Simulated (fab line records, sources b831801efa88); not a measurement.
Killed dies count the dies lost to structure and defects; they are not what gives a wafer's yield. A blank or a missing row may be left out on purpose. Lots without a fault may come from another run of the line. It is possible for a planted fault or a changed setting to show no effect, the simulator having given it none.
Struck lot and sound lot, side by side    flow sky130    28 steps out of a route of 708
Sound: these wafers, L477.2, L477.3, L477.4. Wafers L483.1, L483.2, L483.3 were the ones struck. At the end, the cause is stated.
Per side, at each step with rows, come the tool, then ch with its chambers, and then its first start. Under that, the readings that differ: sound wafers    struck wafers    difference of the means    sigmas: that difference in standard deviations of wafers without a fault.
alike: readings with means less than 2 such deviations apart, plus words and numbers identical on both sides. not compared: withheld readings, readings lacking a value on some wafer, bounds such as >300 that could conceal the same value, and numbers that have no deviation in the record and whose values overlap.
Wherever a step has rows on one side only, a row that says differs or no value, or a row with sigmas, the two part there. Numbers that don't overlap but have no deviation are shown without sigmas and don't part them. Lack of a reading on every wafer of one side parts them only where that side has two or more wafers.

first, 5 steps without rows for these wafers: SKY_SONOS_ONO_COAT_08 (resist thk 1140 nm); SKY_SONOS_ONO_SOFTBAKE_09 (time 60 s); SKY_SONOS_ONO_EXPOSE_10 (exposes mask ONOM, target cd 410 nm); SKY_SONOS_ONO_PEB_11; SKY_SONOS_ONO_DEVELOP_12 (develop time 60 s).
SKY_SONOS_ONO_CD_MEAS_13: the cd target is 410 nm.
  struck on cd_sem-02, day 16 01:06; sound on cd_sem-02, day 13 20:19
  alike: cd_nm
SKY_SONOS_ONO_OVL_MEAS_14:
  struck on overlay-02, day 16 01:13; sound on overlay-02, day 13 20:25
reading             sound           struck       difference  sigmas
SONOS_ONO_OVL (nm)  -1.5 -1.9 -4.2  3.2 4.2 2.1  +5.7        +4
SKY_SONOS_ONO_ETCH_15: etches the open film in CHF3/O2, target depth 19.52 nm, time 7.8 s.
  sound on rie_diel-03 ch 0,1,3, day 13 20:27; struck on rie_diel-03 ch 1,2,3, day 16 01:15
  alike: drypump_motor_current_A, oes_product_au, throttle_valve_pct
  not compared: rf_hours_counter_h
then, 1 step without rows for these wafers: SKY_SONOS_ONO_WET_ETCH_16 (etches SiO2 in dHF, target depth 14 nm, time 280 s).
SKY_SONOS_ONO_STRIP_17: strips in O2/N2.
  sound on plasma_asher-03 ch 0,1, day 13 20:34; struck on plasma_asher-01 ch 0,1, day 16 01:28
  alike: drypump_motor_current_A, oes_product_au, strip_time_to_endpoint_s
  not compared: rf_hours_counter_h
then, 2 steps without rows for these wafers: SKY_SONOS_ONO_WET_ETCH_18 (etches Si3N4 in H3PO4, target depth 15 nm, time 172 s); SKY_GATE_OXIDE_CLEAN_00 (cleans in SC1/SC2, time 150 s).
SKY_GATE_OXIDE_OXIDATION_01: stabilise 600 s, purge 300 s, target thk 10.268 nm.
  sound on furnace-01 ch 0, day 13 20:46; struck on furnace-01 ch 0, day 16 01:44
reading                                            sound              struck             difference  sigmas
spike_tc_bottom_C (C)                              913.9 913.3 916.1  894.5 892.3 894.2  -20.8       -22
spike_tc_centre_C (C)                              900.8 899.2 899.0  879.9 878.5 881.0  -19.9       -12
spike_tc_lower_C (C)                               902.8 900.8 902.1  881.4 880.9 881.2  -20.7       -17
spike_tc_top_C (C)                                 912.7 913.2 914.0  893.3 894.3 895.7  -18.9       -7
spike_tc_upper_C (C)                               901.2 902.2 901.6  882.5 882.0 881.6  -19.6       -12
zone_power_upper_pct (%)                           18.09 17.89 17.77  17.11 17.27 17.21  -0.72       -3
model.SiO2_of_GATE_OXIDE_OXIDATION_01.thk_nm (nm)  10.35 10.36 10.12  8.061 8.03 8.138   -2.200      
SKY_GATE_OXIDE_THK_MEAS_02:
  struck on film_metro-03, day 16 03:22; sound on film_metro-01, day 13 22:11
reading                           sound              struck          difference  sigmas
GATE_OXIDE_OXIDATION_00_THK (nm)  10.38 10.35 10.14  8.04 7.97 8.17  -2.23       -14
  not compared: hold
then, 6 steps without rows for these wafers: SKY_GATE_OXIDE_HMDS_04 (prime time 60 s); SKY_GATE_OXIDE_COAT_05 (resist thk 1140 nm); SKY_GATE_OXIDE_SOFTBAKE_06 (time 60 s); SKY_GATE_OXIDE_EXPOSE_07 (exposes mask LVOM, target cd 600 nm); SKY_GATE_OXIDE_PEB_08; SKY_GATE_OXIDE_DEVELOP_09 (develop time 60 s).
SKY_GATE_OXIDE_OVL_MEAS_10:
  struck on overlay-01, day 17 07:05; sound on overlay-02, day 15 00:29
  alike: GATE_OXIDE_OVL
then, 2 steps without rows for these wafers: SKY_GATE_OXIDE_IMPLANT_11; SKY_GATE_OXIDE_WET_ETCH_12 (etches SiO2 in dHF, target depth 16.8 nm, time 331.5 s).
SKY_GATE_OXIDE_STRIP_13: strips in O2/N2.
  sound on plasma_asher-01 ch 0,1, day 15 00:46; struck on plasma_asher-01 ch 0,1, day 17 07:23
  alike: drypump_motor_current_A, oes_product_au, strip_time_to_endpoint_s
  not compared: rf_hours_counter_h
SKY_GATE_OXIDE_TW_MEAS_14:
  struck on film_metro-04, day 17 07:42; sound on film_metro-04, day 15 00:52
  alike: GATE_OXIDE_TW
  not compared: hold
SKY_GATE_OXIDE_OXIDATION_16: stabilise 600 s, purge 300 s, target thk 3.57 nm.
  sound on furnace-01 ch 0, day 15 00:58; struck on furnace-02 ch 0, day 17 10:27
reading                                            sound             struck            difference  sigmas
model.SiO2_of_GATE_OXIDE_OXIDATION_01.thk_nm (nm)  11.7 11.69 11.47  9.63 9.595 9.673  -1.99       
  alike: spike_tc_bottom_C, spike_tc_centre_C, spike_tc_lower_C, spike_tc_top_C, spike_tc_upper_C, zone_power_upper_pct
then, 1 step without rows for these wafers: SKY_POLY_GATE_CVD_00 (deposits poly-Si, target thk 180 nm, time 720 s).
-- the record jumps here: 31 days lie between the struck wafers' starts before and after (it left off in module POLY_GATE and takes up again in module PAD_OPEN, whose first step shown is number 708 of the route) --
SKY_PAD_OPEN_PROBE_99:
  struck on prober-02, day 48 08:19; sound on prober-01, day 46 16:52
reading                                 sound                          struck                         difference  sigmas
model.etest.nfet_16v.r_on_ohm_um        1.467e+04 1.466e+04 1.465e+04  1.282e+04 1.279e+04 1.283e+04  -1.847e+03  
model.etest.pfet_g5v0d10v5.r_on_ohm_um  4768 4704 4714                 4316 4375 4337                 -386        
model.etest.tip_sonos.rs_ohm_sq         2655 2678 2627                 2344 2354 2386                 -292        
model.etest.nfet_g5v0d10v5.r_on_ohm_um  1889 1891 1896                 1701 1704 1716                 -185        
model.etest.nfet_g5v0d10v5.drive_ua_um  597.4 599.1 609.6              718.3 728.6 714.7              +118.5      
model.etest.nfet_05v0_nvt.drive_ua_um   572.4 574.6 579.2              672.6 675.7 670.2              +97.4       
model.etest.pfet_g5v0d10v5.drive_ua_um  345.2 348.1 347.8              392.1 389.6 392.4              +44.3       
  alike: killed_at_M0_to_M3, killed_at_M4_up, killed_at_contacts, killed_at_front_end, killed_at_other, killed_dies, killed_open, killed_short
  not compared: model.etest.pfet_16v.r_on_ohm_um

WHERE THEY PART
Earliest at SKY_SONOS_ONO_OVL_MEAS_14; latest, in this record, at SKY_GATE_OXIDE_THK_MEAS_02. Later steps at which nothing parts them and some readings are alike: SKY_GATE_OXIDE_OVL_MEAS_10, SKY_GATE_OXIDE_STRIP_13, SKY_GATE_OXIDE_TW_MEAS_14, SKY_GATE_OXIDE_OXIDATION_16, SKY_PAD_OPEN_PROBE_99.

WHY: the cause the simulator had injected
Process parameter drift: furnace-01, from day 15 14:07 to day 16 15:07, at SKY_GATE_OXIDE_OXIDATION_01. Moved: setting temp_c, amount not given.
